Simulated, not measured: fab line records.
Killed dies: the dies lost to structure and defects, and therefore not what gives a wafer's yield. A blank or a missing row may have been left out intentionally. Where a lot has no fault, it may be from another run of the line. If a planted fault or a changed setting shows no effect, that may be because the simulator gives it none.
Which tool did it? ; flow gf180mcu ; Sampling: 12 lots, 34 wafers, 2 of 602 route steps

## WHAT THE GAUGES SHOWED, per wafer
GF_SALICIDE_THK_MEAS_05: measures by xrf.
lot;measured;on;SALICIDE_TIN_THK (nm)
L890;day 15 13:26;filmMetro-01;18.87 19.20 19.29
L891;day 15 16:16;filmMetro-01;19.69 19.99 19.94
L892;day 16 10:58;filmMetro-03;20.08 19.43 19.76
L894;day 17 07:44;filmMetro-01;19.39 19.22 19.41
L895;day 18 14:11;filmMetro-04;20.14 19.76 19.97
L898;day 19 07:10;filmMetro-03;19.51 19.43 19.49
L899;day 19 07:53;filmMetro-01;19.82 20.01 20.14
L900;day 19 22:55;filmMetro-01;19.69 19.90 19.53
L901;day 20 03:45;filmMetro-01;19.63 19.91 19.63
L902;day 20 06:36;filmMetro-04;19.81 19.86 19.83
L910;day 22 18:21;filmMetro-03;21.73 19.83
L911;day 22 22:40;filmMetro-04;19.97 21.91

## WHICH TOOL RAN EACH LOT (tool, then ch and the chambers of the sampled wafers, then the start)
lot;GF_SALICIDE_SPUTTER_03
L890;pvdSputter-03, day 15 13:17
L891;pvdSputter-02, day 15 16:07
L892;pvdSputter-02, day 16 10:49
L894;pvdSputter-03, day 17 07:35
L895;pvdSputter-03, day 18 14:02
L898;pvdSputter-03, day 19 07:01
L899;pvdSputter-02, day 19 07:43
L900;pvdSputter-03, day 19 22:46
L901;pvdSputter-02, day 20 03:35
L902;pvdSputter-04, day 20 06:26
L910;pvdSputter-03, day 22 18:10
L911;pvdSputter-03, day 22 22:31
- GF_SALICIDE_SPUTTER_03: material TiN, target thk 20 nm, time 16.7 s.

## WHAT THE TOOLS THEMSELVES READ (means of the sampled wafers that have a number; where no wafer has one, the mark that the record gives instead)
GF_SALICIDE_SPUTTER_03.
lot;tool;cathodeDcPowerW (W);chamberPressurePa (Pa);throttleValvePct (%)
L890;pvdSputter-03;6500.3;0.4003;30.7
L891;pvdSputter-02;6500.2;0.3995;31.3
L892;pvdSputter-02;6499.9;0.3993;31.1
L894;pvdSputter-03;6499.5;0.3998;30.4
L895;pvdSputter-03;6500.6;0.4004;30.5
L898;pvdSputter-03;6499.5;0.4004;30.4
L899;pvdSputter-02;6498.8;0.4001;30.9
L900;pvdSputter-03;6498.5;0.4008;30.5
L901;pvdSputter-02;6500.9;0.4006;31.3
L902;pvdSputter-04;6500.2;0.4002;30.1
L910;pvdSputter-03;6500.2;0.3990;30.4
L911;pvdSputter-03;6500.0;0.4007;30.2

## THE ANSWER, worked out from the rows above alone
Rule: the usual values come from the lots themselves. Put in order of their means at a reading, lots are off if they are a third of the lots or fewer, leave a main group of 4 or more, and stand apart from it by a gap of 3 or more times the standard deviation of the main group's means; of several such gaps the widest counts. Not used: any main group whose means are identical at the precision the tables above print for the reading. Also off: a lot with no number at a reading for which 4 or more lots have one. The other lots that the step has rows for count as sound. First the gauges in route order, then the tools' own readings, where a lot's mean is used as printed above. The first step at which some lot is off is used, and at that step the reading that is off furthest; a lot without a number counts as furthest.
Nothing can be told from this: no lot is off at any reading shown.

## WHAT WAS PUT IN BY THE SIMULATOR
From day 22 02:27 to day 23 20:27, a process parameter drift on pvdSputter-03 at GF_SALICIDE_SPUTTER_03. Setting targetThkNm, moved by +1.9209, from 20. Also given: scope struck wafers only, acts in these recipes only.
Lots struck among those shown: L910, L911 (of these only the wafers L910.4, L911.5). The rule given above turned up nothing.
